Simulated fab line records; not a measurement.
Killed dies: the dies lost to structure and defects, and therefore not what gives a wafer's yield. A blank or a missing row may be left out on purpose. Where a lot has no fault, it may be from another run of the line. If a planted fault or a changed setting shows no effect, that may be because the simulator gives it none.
A single fault, viewed from 2 desks :: flow sky130 :: numbers are kept per desk, each desk with only its own; the story behind them comes last

METROLOGY DESK
Means of the sampled wafers that have a number, per lot and without regard to the tool the lot ran on: this is what the gauges read. Marked OUT: a lot whose mean sits more than 4 standard deviations from the usual mean, which makes it out of limits; the brackets give that distance.
Columns: A = METAL1_OVL at SKY_METAL1_OVL_MEAS_16, usual 0 nm
lot: L972
first seen here: day 32 08:13
A: 9

lot: L974
first seen here: day 33 02:52
A: 9

lot: L975
first seen here: day 33 04:37
A: 5

lot: L976
first seen here: day 33 17:32
A: 2

lot: L978
first seen here: day 35 03:28
A: -1

lot: L979
first seen here: day 35 05:40
A: 1

lot: L977
first seen here: day 35 06:44
A: 8

lot: L980
first seen here: day 35 10:31
A: 0

lot: L982
first seen here: day 35 23:37
A: 1

lot: L988
first seen here: day 38 01:28
A: -10

lot: L990
first seen here: day 38 06:22
A: -2

lot: L993
first seen here: day 39 01:20
A: 1

lot: L994
first seen here: day 39 11:28
A: 7

lot: L995
first seen here: day 39 20:55
A: 1
This desk's verdict: no lot among the 14 shows anything out of limits.

TOOL OWNER'S DESK, rie diel-04
The tool's own readings at SKY_VIA1_ETCH_15 (etches SiO2 in C4F8/O2/Ar, stops on TiN, target depth 351 nm, time 54 s): means of the sampled wafers that have a number, for each lot that ran on this tool. Marked OUT: a lot whose mean sits more than 4 standard deviations from the usual mean, which makes it out of limits; the brackets give that distance.
Columns: A = chamber pressure mTorr at SKY_VIA1_ETCH_15, usual 40.00 mTorr; B = oes product au at SKY_VIA1_ETCH_15, usual 0.981 a.u.
lot: L978
first seen here: day 36 07:57
A: 39.94
B: 0.984

lot: L977
first seen here: day 36 11:32
A: 40.01
B: 0.982

lot: L982
first seen here: day 37 03:56
A: 40.02
B: 0.981

lot: L988
first seen here: day 39 04:53
A: 40.00
B: 0.947 (-6.9) OUT

lot: L990
first seen here: day 39 09:02
A: 40.01
B: 0.942 (-7.7) OUT
This desk finds L988, L990 out of limits, L988 being first, at day 39 04:53 (oes product au at SKY_VIA1_ETCH_15). L978, L977, L982 stayed within limits.

PUT TOGETHER
The tool owner's desk could have raised an alarm at day 39 04:53, on L988, L990.
Metrology desk: nothing out of limits seen.
The metrology desk has L988, L990 on record, within its limits.
All the named lots went through SKY_VIA1_ETCH_15 on rie diel-04.

WHAT THE SIMULATOR PUT IN
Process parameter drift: rie diel-04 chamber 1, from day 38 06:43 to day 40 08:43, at SKY_VIA1_ETCH_15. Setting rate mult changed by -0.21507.
Struck lots among those shown: L988, L990.
How many hours passed from the start of the fault until each desk's first out-of-limits reading: the tool owner's desk, 22.
